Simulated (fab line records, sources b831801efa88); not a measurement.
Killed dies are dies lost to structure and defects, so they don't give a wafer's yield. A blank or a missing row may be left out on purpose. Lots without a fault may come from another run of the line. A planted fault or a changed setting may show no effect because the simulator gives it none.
Which tool did it? | flow sky130 | 12 lots, 36 wafers sampled, at 5 steps of a route of 708

WHAT THE GAUGES READ, wafer by wafer
The record holds no reading of a measuring or inspecting step that can be judged against a usual standard deviation.

WHICH TOOL RAN EACH LOT (tool, then ch and the chambers of the sampled wafers, then the start)
lot  | SKY_METAL2_ETCH_18                | SKY_METAL4_SPUTTER_00        | SKY_METAL4_SPUTTER_01        | SKY_METAL5_SPUTTER_04        | SKY_PAD_OPEN_PROBE_99
L221 | rie_metal-01 ch 0,1, day 35 06:52 | pvd_sputter-01, day 39 20:01 | pvd_sputter-01, day 39 20:03 | pvd_sputter-03, day 42 23:36 | prober-02, day 45 22:27
L223 | rie_metal-04 ch 0,1, day 36 04:22 | pvd_sputter-04, day 40 15:47 | pvd_sputter-04, day 40 15:49 | pvd_sputter-01, day 43 18:15 | prober-01, day 46 15:29
L222 | rie_metal-02 ch 0,1, day 36 06:25 | pvd_sputter-01, day 40 18:26 | pvd_sputter-01, day 40 18:27 | pvd_sputter-01, day 43 20:45 | prober-02, day 46 17:24
L224 | rie_metal-01 ch 1, day 36 16:49   | pvd_sputter-04, day 41 04:23 | pvd_sputter-04, day 41 04:24 | pvd_sputter-03, day 44 07:08 | prober-01, day 47 03:38
L226 | rie_metal-02 ch 0,1, day 36 18:31 | pvd_sputter-04, day 41 05:25 | pvd_sputter-04, day 41 05:26 | pvd_sputter-02, day 44 07:47 | prober-02, day 47 05:08
L228 | rie_metal-02 ch 0,1, day 37 19:40 | pvd_sputter-04, day 42 04:06 | pvd_sputter-04, day 42 04:07 | pvd_sputter-03, day 45 03:33 | prober-02, day 47 22:00
L229 | rie_metal-04 ch 0, day 37 21:00   | pvd_sputter-01, day 42 06:39 | pvd_sputter-01, day 42 06:40 | pvd_sputter-02, day 45 05:33 | prober-01, day 48 00:17
L234 | rie_metal-02 ch 0,1, day 39 08:06 | pvd_sputter-04, day 43 15:56 | pvd_sputter-04, day 43 15:57 | pvd_sputter-03, day 46 11:47 | prober-02, day 49 02:32
L235 | rie_metal-02 ch 0,1, day 39 10:59 | pvd_sputter-01, day 43 17:08 | pvd_sputter-01, day 43 17:10 | pvd_sputter-01, day 46 12:48 | prober-01, day 49 03:31
L236 | rie_metal-01 ch 0, day 39 19:40   | pvd_sputter-01, day 44 01:39 | pvd_sputter-01, day 44 01:40 | pvd_sputter-03, day 46 22:37 | prober-02, day 49 11:22
L238 | rie_metal-04 ch 0,1, day 40 11:00 | pvd_sputter-01, day 44 16:07 | pvd_sputter-01, day 44 16:08 | pvd_sputter-02, day 47 11:38 | prober-02, day 49 21:32
L239 | rie_metal-04 ch 0,1, day 40 18:08 | pvd_sputter-04, day 44 22:14 | pvd_sputter-04, day 44 22:16 | pvd_sputter-02, day 47 16:34 | prober-01, day 50 02:08
- SKY_METAL2_ETCH_18: etches BARC in N2/H2, stops on SiO2, time 45.9 s, target depth 60 nm.
- SKY_METAL4_SPUTTER_00: material Ti, target thk 15 nm, time 10 s.
- SKY_METAL4_SPUTTER_01: material TiN, target thk 20 nm, time 16.7 s.
- SKY_METAL5_SPUTTER_04: material TiN, target thk 70 nm, time 58.3 s.
- SKY_PAD_OPEN_PROBE_99

WHAT THE TOOLS THEMSELVES READ (means of the sampled wafers that have a number; where no wafer has one, the mark that the record gives instead)
SKY_METAL2_ETCH_18. Usual: drypump_motor_current_A 5.48 A, standard deviation 0.27; oes_product_au 0.855 a.u., standard deviation 0.0049; throttle_valve_pct 13.225 %, standard deviation 0.0084.
lot  | tool         | drypump_motor_current_A (A) | oes_product_au (a.u.) | throttle_valve_pct (%) | flag
L221 | rie_metal-01 | 5.31                        | 0.855                 | 13.226                 |
L223 | rie_metal-04 | 5.76                        | 0.852                 | 13.216                 |
L222 | rie_metal-02 | 5.56                        | 0.851                 | 13.230                 |
L224 | rie_metal-01 | 5.26                        | 0.850                 | 13.225                 |
L226 | rie_metal-02 | 5.54                        | 0.853                 | 13.240                 |
L228 | rie_metal-02 | 5.55                        | 0.855                 | 13.231                 |
L229 | rie_metal-04 | 5.22                        | 0.857                 | 13.222                 |
L234 | rie_metal-02 | 5.47                        | 0.857                 | 13.227                 |
L235 | rie_metal-02 | 5.49                        | 0.853                 | 13.226                 |
L236 | rie_metal-01 | 5.43                        | 0.855                 | 13.221                 |
L238 | rie_metal-04 | 5.48                        | 0.859                 | 13.223                 |
L239 | rie_metal-04 | 5.48                        | 0.858                 | 13.234                 |

SKY_METAL4_SPUTTER_00. Usual: throttle_valve_pct 30.3 %, standard deviation 1.3.
lot  | tool           | throttle_valve_pct (%) | flag
L221 | pvd_sputter-01 | 31.1                   |
L223 | pvd_sputter-04 | 29.5                   |
L222 | pvd_sputter-01 | 31.4                   |
L224 | pvd_sputter-04 | 31.5                   |
L226 | pvd_sputter-04 | 30.5                   |
L228 | pvd_sputter-04 | 30.6                   |
L229 | pvd_sputter-01 | 30.6                   |
L234 | pvd_sputter-04 | 29.4                   |
L235 | pvd_sputter-01 | 29.0                   |
L236 | pvd_sputter-01 | 30.6                   |
L238 | pvd_sputter-01 | 29.8                   |
L239 | pvd_sputter-04 | 30.1                   |

SKY_METAL4_SPUTTER_01. Usual: throttle_valve_pct 30.3 %, standard deviation 1.3.
lot  | tool           | throttle_valve_pct (%) | flag
L221 | pvd_sputter-01 | 31.1                   |
L223 | pvd_sputter-04 | 29.8                   |
L222 | pvd_sputter-01 | 31.3                   |
L224 | pvd_sputter-04 | 31.4                   |
L226 | pvd_sputter-04 | 30.5                   |
L228 | pvd_sputter-04 | 30.5                   |
L229 | pvd_sputter-01 | 30.6                   |
L234 | pvd_sputter-04 | 29.2                   |
L235 | pvd_sputter-01 | 29.1                   |
L236 | pvd_sputter-01 | 30.7                   |
L238 | pvd_sputter-01 | 30.0                   |
L239 | pvd_sputter-04 | 30.0                   |

SKY_METAL5_SPUTTER_04. Usual: throttle_valve_pct 30.4 %, standard deviation 1.
lot  | tool           | throttle_valve_pct (%) | flag
L221 | pvd_sputter-03 | 30.0                   |
L223 | pvd_sputter-01 | 31.3                   |
L222 | pvd_sputter-01 | 31.3                   |
L224 | pvd_sputter-03 | 30.2                   |
L226 | pvd_sputter-02 | 30.3                   |
L228 | pvd_sputter-03 | 30.5                   |
L229 | pvd_sputter-02 | 29.5                   |
L234 | pvd_sputter-03 | 29.9                   |
L235 | pvd_sputter-01 | 31.3                   |
L236 | pvd_sputter-03 | 30.3                   |
L238 | pvd_sputter-02 | 30.8                   |
L239 | pvd_sputter-02 | 29.5                   |

SKY_PAD_OPEN_PROBE_99. Usual: defect_limited_yield 82.4 %, standard deviation 2; killed_at_M0_to_M3 44, standard deviation 7.4; killed_at_M4_up 3.1, standard deviation 1.8; killed_at_contacts 24, standard deviation 5.6; killed_at_front_end 15, standard deviation 4.9; killed_at_other 0.4, standard deviation 0.59; killed_dies 87, standard deviation 9.8; killed_open 47, standard deviation 7.2; killed_short 39, standard deviation 6.8; sort_bin_3_pad_short 0.9 %, standard deviation 0.41; sort_bin_5_function 10.3 %, standard deviation 1.6; sort_bin_6_memory 6.5 %, standard deviation 1.1; sort_n_pass 405, standard deviation 9.8; sort_yield_pct 82.4 %, standard deviation 2.
lot  | tool      | defect_limited_yield (%) | killed_at_M0_to_M3 | killed_at_M4_up | killed_at_contacts | killed_at_front_end | killed_at_other | killed_dies | killed_open | killed_short | sort_bin_3_pad_short (%) | sort_bin_5_function (%) | sort_bin_6_memory (%) | sort_n_pass | sort_yield_pct (%) | flag
L221 | prober-02 | 81.1                     | 42                 | 3.3             | 28                 | 19                  | 0.7             | 93          | 52          | 41           | 1.0                      | 11.2                    | 6.7                   | 399         | 81.1               |
L223 | prober-01 | 82.8                     | 45                 | 1.7             | 26                 | 12                  | 0.0             | 85          | 51          | 33           | 0.8                      | 9.8                     | 6.6                   | 407         | 82.8               |
L222 | prober-02 | 81.6                     | 45                 | 4.0             | 22                 | 20                  | 0.0             | 91          | 46          | 44           | 1.1                      | 9.4                     | 7.9                   | 401         | 81.6               |
L224 | prober-01 | 81.8                     | 49                 | 3.0             | 23                 | 14                  | 0.0             | 90          | 49          | 41           | 0.7                      | 10.7                    | 6.8                   | 402         | 81.8               |
L226 | prober-02 | 83.0                     | 44                 | 5.3             | 18                 | 16                  | 1.3             | 84          | 41          | 41           | 0.9                      | 9.8                     | 6.3                   | 408         | 83.0               |
L228 | prober-02 | 81.4                     | 51                 | 3.0             | 19                 | 19                  | 0.0             | 92          | 51          | 40           | 0.7                      | 10.4                    | 7.6                   | 400         | 81.4               |
L229 | prober-01 | 81.0                     | 45                 | 2.7             | 28                 | 18                  | 0.7             | 94          | 48          | 45           | 1.1                      | 11.5                    | 6.5                   | 398         | 81.0               |
L234 | prober-02 | 76.6                     | 71                 | 3.3             | 28                 | 13                  | 0.0             | 115         | 47          | 34           | 2.1                      | 15.4                    | 6.0                   | 377         | 76.6               | OFF
L235 | prober-01 | 74.1                     | 89                 | 4.0             | 22                 | 12                  | 0.0             | 127         | 54          | 41           | 3.1                      | 15.5                    | 7.2                   | 365         | 74.1               | OFF
L236 | prober-02 | 80.4                     | 46                 | 1.7             | 24                 | 25                  | 0.0             | 96          | 50          | 45           | 0.7                      | 12.3                    | 6.6                   | 396         | 80.4               |
L238 | prober-02 | 83.8                     | 42                 | 2.0             | 22                 | 14                  | 0.0             | 80          | 45          | 35           | 0.7                      | 10.4                    | 5.1                   | 412         | 83.8               |
L239 | prober-01 | 82.7                     | 45                 | 2.7             | 24                 | 13                  | 0.0             | 85          | 48          | 37           | 1.1                      | 9.5                     | 6.8                   | 407         | 82.7               |

THE ANSWER, worked out from the rows above alone
Rule: a lot is off if the mean of its wafers that have a number lies more than 3 standard deviations from the usual mean. A lot without any number at a reading at which 4 lots or more have one is off too. The other lots that the step has rows for count as sound. The gauges are gone through in route order, then the tools' own readings, and for those a lot's mean is taken as printed above. The first step at which some lot is off is used, and at that step the reading that is off furthest; a lot without a number counts as furthest.
Off: L234, L235, at SKY_PAD_OPEN_PROBE_99 (killed_at_M0_to_M3).
A tool fits if, at that step or a process step before it, it ran every lot that is off, and no sound lot after the first of them. One fits: rie_metal-02 at SKY_METAL2_ETCH_18. Its last sound lot is L228 (day 37 19:40), its first lot that is off L234 (day 39 08:06): a fault that began between those two fits.

WHAT THE SIMULATOR HAD PUT IN
Chamber particle source: rie_metal-02, from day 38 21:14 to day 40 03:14, at SKY_METAL2_ETCH_18. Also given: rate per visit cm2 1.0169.
Lots struck among those shown: L234, L235. The rule above found the same.
